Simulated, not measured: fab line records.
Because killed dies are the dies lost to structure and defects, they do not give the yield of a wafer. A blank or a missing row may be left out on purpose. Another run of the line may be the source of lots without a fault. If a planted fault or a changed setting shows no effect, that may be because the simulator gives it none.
Which tool did it? / flow sky130 / Sampling: 11 lots, 33 wafers, 4 of 708 route steps

== WHAT THE GAUGES READ, wafer by wafer ==
SKY_VT_ADJUST_HVTR_TW_MEAS_11. Usual: VT_ADJUST_HVTR_TW 210.8, standard deviation 0.97.
lot=L485; measured=day 9 17:43; on=filmMetro-04; VT_ADJUST_HVTR_TW=208.7 209.6 210.1; flag=
lot=L487; measured=day 10 11:59; on=filmMetro-04; VT_ADJUST_HVTR_TW=208.5 209.7 210.0; flag=
lot=L489; measured=day 10 20:29; on=filmMetro-03; VT_ADJUST_HVTR_TW=211.2 210.8 211.2; flag=
lot=L490; measured=day 11 08:16; on=filmMetro-04; VT_ADJUST_HVTR_TW=211.5 211.1 212.3; flag=
lot=L492; measured=day 11 18:52; on=filmMetro-03; VT_ADJUST_HVTR_TW=211.4 211.4 211.2; flag=
lot=L497; measured=day 13 14:26; on=filmMetro-01; VT_ADJUST_HVTR_TW=211.3 211.6 212.1; flag=
lot=L498; measured=day 13 20:10; on=filmMetro-03; VT_ADJUST_HVTR_TW=211.4 211.2 211.6; flag=
lot=L502; measured=day 15 07:04; on=filmMetro-04; VT_ADJUST_HVTR_TW=212.2 212.7 212.1; flag=
lot=L505; measured=day 15 23:52; on=filmMetro-03; VT_ADJUST_HVTR_TW=210.9 211.2 210.3; flag=
lot=L506; measured=day 16 07:25; on=filmMetro-04; VT_ADJUST_HVTR_TW=209.9 209.9 210.4; flag=
lot=L507; measured=day 16 15:31; on=filmMetro-03; VT_ADJUST_HVTR_TW=210.9 210.7 210.7; flag=

SKY_GATE_OXIDE_OVL_MEAS_10. Usual: GATE_OXIDE_OVL 0.7 nm, standard deviation 1.3.
lot=L485; measured=day 14 09:37; on=overlay-02; GATE_OXIDE_OVL (nm)=1.2 0.9 1.8; flag=
lot=L487; measured=day 15 05:10; on=overlay-02; GATE_OXIDE_OVL (nm)=-0.5 -0.7 1.8; flag=
lot=L489; measured=day 15 10:19; on=overlay-01; GATE_OXIDE_OVL (nm)=0.7 0.8 0.2; flag=
lot=L490; measured=day 16 01:51; on=overlay-02; GATE_OXIDE_OVL (nm)=0.1 0.3 1.2; flag=
lot=L492; measured=day 16 12:42; on=overlay-02; GATE_OXIDE_OVL (nm)=-0.3 -0.2 -0.1; flag=
lot=L497; measured=day 18 11:46; on=overlay-02; GATE_OXIDE_OVL (nm)=-0.5 2.1 0.9; flag=
lot=L498; measured=day 18 17:13; on=overlay-02; GATE_OXIDE_OVL (nm)=-1.8 0.3 -1.1; flag=
lot=L502; measured=day 20 13:04; on=overlay-01; GATE_OXIDE_OVL (nm)=2.7 2.2 3.4; flag=
lot=L505; measured=day 21 06:43; on=overlay-02; GATE_OXIDE_OVL (nm)=1.2 2.9 0.5; flag=
lot=L506; measured=day 21 16:37; on=overlay-01; GATE_OXIDE_OVL (nm)=-0.8 0.2 0.3; flag=
lot=L507; measured=day 21 22:40; on=overlay-02; GATE_OXIDE_OVL (nm)=2.0 -0.5 1.7; flag=

SKY_POLY_GATE_THK_MEAS_21. Usual: POLY_GATE_OXIDATION_THK 4.01 nm, standard deviation 0.088.
lot=L485; measured=day 17 03:02; on=filmMetro-02; POLY_GATE_OXIDATION_THK (nm)=4.08 3.99 3.96; flag=
lot=L487; measured=day 17 22:12; on=filmMetro-02; POLY_GATE_OXIDATION_THK (nm)=3.96 4.04 4.00; flag=
lot=L489; measured=day 18 03:49; on=filmMetro-03; POLY_GATE_OXIDATION_THK (nm)=3.99 4.00 4.04; flag=
lot=L490; measured=day 18 21:25; on=filmMetro-04; POLY_GATE_OXIDATION_THK (nm)=4.05 4.13 4.05; flag=
lot=L492; measured=day 19 08:19; on=filmMetro-04; POLY_GATE_OXIDATION_THK (nm)=3.87 4.01 3.95; flag=
lot=L497; measured=day 21 07:38; on=filmMetro-04; POLY_GATE_OXIDATION_THK (nm)=2.77 2.66 2.69; flag=OFF
lot=L498; measured=day 21 14:58; on=filmMetro-03; POLY_GATE_OXIDATION_THK (nm)=2.65 2.62 2.55; flag=OFF
lot=L502; measured=day 23 09:27; on=filmMetro-02; POLY_GATE_OXIDATION_THK (nm)=3.99 3.99 4.05; flag=
lot=L505; measured=day 24 03:37; on=filmMetro-04; POLY_GATE_OXIDATION_THK (nm)=3.80 3.84 3.81; flag=
lot=L506; measured=day 24 12:13; on=filmMetro-03; POLY_GATE_OXIDATION_THK (nm)=4.01 4.01 4.15; flag=
lot=L507; measured=day 24 19:23; on=filmMetro-02; POLY_GATE_OXIDATION_THK (nm)=3.98 3.86 3.90; flag=

== EACH LOT AND THE TOOL THAT RAN IT (in order: tool; ch and the chambers of the sampled wafers; start) ==
lot=L485; SKY_POLY_GATE_OXIDATION_20=furnace-02 ch 0, day 17 01:46
lot=L487; SKY_POLY_GATE_OXIDATION_20=furnace-01 ch 0, day 17 20:56
lot=L489; SKY_POLY_GATE_OXIDATION_20=furnace-02 ch 0, day 18 02:33
lot=L490; SKY_POLY_GATE_OXIDATION_20=furnace-02 ch 0, day 18 20:10
lot=L492; SKY_POLY_GATE_OXIDATION_20=furnace-02 ch 0, day 19 07:04
lot=L497; SKY_POLY_GATE_OXIDATION_20=furnace-02 ch 0, day 21 06:22
lot=L498; SKY_POLY_GATE_OXIDATION_20=furnace-02 ch 0, day 21 13:43
lot=L502; SKY_POLY_GATE_OXIDATION_20=furnace-01 ch 0, day 23 08:12
lot=L505; SKY_POLY_GATE_OXIDATION_20=furnace-01 ch 0, day 24 02:21
lot=L506; SKY_POLY_GATE_OXIDATION_20=furnace-02 ch 0, day 24 10:57
lot=L507; SKY_POLY_GATE_OXIDATION_20=furnace-01 ch 0, day 24 18:08
- SKY_POLY_GATE_OXIDATION_20: stabilise 600 s, purge 300 s, target thk 4 nm.

== AS READ BY THE TOOLS THEMSELVES (means over the sampled wafers that have a number; for cases with no such wafer, the mark the record gives instead) ==
SKY_POLY_GATE_OXIDATION_20. Usual: spikeTcBottomC 871.4 C, standard deviation 1.9; spikeTcCentreC 851.2 C, standard deviation 1.1; spikeTcLowerC 849.6 C, standard deviation 1.1; spikeTcTopC 863.6 C, standard deviation 1.6; spikeTcUpperC 849.6 C, standard deviation 0.98; tubeCenterTempC 850 C, standard deviation 0.08; tube_center_temp_C_max 852.2, standard deviation 0.37; zonePowerBottomPct 26 %, standard deviation 4.6; zonePowerCentrePct 15.6 %, standard deviation 0.31; zonePowerTopPct 29.2 %, standard deviation 0.39.
lot=L485; tool=furnace-02; spikeTcBottomC (C)=872.4; spikeTcCentreC (C)=851.0; spikeTcLowerC (C)=849.6; spikeTcTopC (C)=862.2; spikeTcUpperC (C)=850.2; tubeCenterTempC (C)=850; tube_center_temp_C_max=852.1; zonePowerBottomPct (%)=21; zonePowerCentrePct (%)=15.8; zonePowerTopPct (%)=28.9; flag=
lot=L487; tool=furnace-01; spikeTcBottomC (C)=869.5; spikeTcCentreC (C)=850.4; spikeTcLowerC (C)=848.7; spikeTcTopC (C)=864.7; spikeTcUpperC (C)=850.0; tubeCenterTempC (C)=850; tube_center_temp_C_max=852.2; zonePowerBottomPct (%)=31; zonePowerCentrePct (%)=15.4; zonePowerTopPct (%)=29.7; flag=
lot=L489; tool=furnace-02; spikeTcBottomC (C)=872.7; spikeTcCentreC (C)=851.2; spikeTcLowerC (C)=850.3; spikeTcTopC (C)=862.7; spikeTcUpperC (C)=850.2; tubeCenterTempC (C)=850; tube_center_temp_C_max=851.9; zonePowerBottomPct (%)=21; zonePowerCentrePct (%)=15.8; zonePowerTopPct (%)=28.8; flag=
lot=L490; tool=furnace-02; spikeTcBottomC (C)=873.2; spikeTcCentreC (C)=849.5; spikeTcLowerC (C)=851.3; spikeTcTopC (C)=862.9; spikeTcUpperC (C)=850.1; tubeCenterTempC (C)=850; tube_center_temp_C_max=852.1; zonePowerBottomPct (%)=22; zonePowerCentrePct (%)=15.8; zonePowerTopPct (%)=28.9; flag=
lot=L492; tool=furnace-02; spikeTcBottomC (C)=873.7; spikeTcCentreC (C)=850.6; spikeTcLowerC (C)=851.4; spikeTcTopC (C)=862.6; spikeTcUpperC (C)=848.4; tubeCenterTempC (C)=850; tube_center_temp_C_max=851.8; zonePowerBottomPct (%)=21; zonePowerCentrePct (%)=16.0; zonePowerTopPct (%)=29.2; flag=
lot=L497; tool=furnace-02; spikeTcBottomC (C)=842.5; spikeTcCentreC (C)=819.0; spikeTcLowerC (C)=819.9; spikeTcTopC (C)=832.1; spikeTcUpperC (C)=818.0; tubeCenterTempC (C)=819; tube_center_temp_C_max=821.1; zonePowerBottomPct (%)=20; zonePowerCentrePct (%)=14.6; zonePowerTopPct (%)=27.4; flag=OFF
lot=L498; tool=furnace-02; spikeTcBottomC (C)=839.9; spikeTcCentreC (C)=820.0; spikeTcLowerC (C)=818.6; spikeTcTopC (C)=830.7; spikeTcUpperC (C)=818.6; tubeCenterTempC (C)=819; tube_center_temp_C_max=821.1; zonePowerBottomPct (%)=20; zonePowerCentrePct (%)=14.6; zonePowerTopPct (%)=27.2; flag=OFF
lot=L502; tool=furnace-01; spikeTcBottomC (C)=869.1; spikeTcCentreC (C)=852.0; spikeTcLowerC (C)=849.0; spikeTcTopC (C)=864.4; spikeTcUpperC (C)=849.3; tubeCenterTempC (C)=850; tube_center_temp_C_max=852.0; zonePowerBottomPct (%)=30; zonePowerCentrePct (%)=15.2; zonePowerTopPct (%)=29.4; flag=
lot=L505; tool=furnace-01; spikeTcBottomC (C)=870.5; spikeTcCentreC (C)=851.4; spikeTcLowerC (C)=849.6; spikeTcTopC (C)=864.7; spikeTcUpperC (C)=849.6; tubeCenterTempC (C)=850; tube_center_temp_C_max=852.4; zonePowerBottomPct (%)=30; zonePowerCentrePct (%)=15.4; zonePowerTopPct (%)=29.6; flag=
lot=L506; tool=furnace-02; spikeTcBottomC (C)=872.7; spikeTcCentreC (C)=849.6; spikeTcLowerC (C)=849.8; spikeTcTopC (C)=862.6; spikeTcUpperC (C)=849.0; tubeCenterTempC (C)=850; tube_center_temp_C_max=852.4; zonePowerBottomPct (%)=21; zonePowerCentrePct (%)=16.0; zonePowerTopPct (%)=28.9; flag=
lot=L507; tool=furnace-01; spikeTcBottomC (C)=870.0; spikeTcCentreC (C)=852.3; spikeTcLowerC (C)=848.7; spikeTcTopC (C)=865.6; spikeTcUpperC (C)=849.8; tubeCenterTempC (C)=850; tube_center_temp_C_max=851.9; zonePowerBottomPct (%)=31; zonePowerCentrePct (%)=15.3; zonePowerTopPct (%)=29.7; flag=

== THE ANSWER, worked out from the rows above alone ==
Rule: a lot counts as off when the mean over its wafers that have a number is more than 3 standard deviations away from the usual mean. Also off: a lot with no number at a reading for which 4 or more lots have one. Any other lot the step has rows for is counted as sound. Order of review: gauges by route order, followed by the tools' own readings, for which a lot's mean as printed above is used. The first step at which some lot is off is used, and at that step the reading that is off furthest; a lot without a number counts as furthest.
Off: L497, L498, at SKY_POLY_GATE_THK_MEAS_21 (POLY_GATE_OXIDATION_THK).
A tool fits if, at a process step before that reading, it ran every lot that is off, and no sound lot after the first of them. The gauges at SKY_POLY_GATE_THK_MEAS_21 aren't tried: what is off there is off at SKY_POLY_GATE_OXIDATION_20 too, on other tools, and a gauge's error can't cause that. None of those tried fits.

== WHAT WAS PUT IN BY THE SIMULATOR ==
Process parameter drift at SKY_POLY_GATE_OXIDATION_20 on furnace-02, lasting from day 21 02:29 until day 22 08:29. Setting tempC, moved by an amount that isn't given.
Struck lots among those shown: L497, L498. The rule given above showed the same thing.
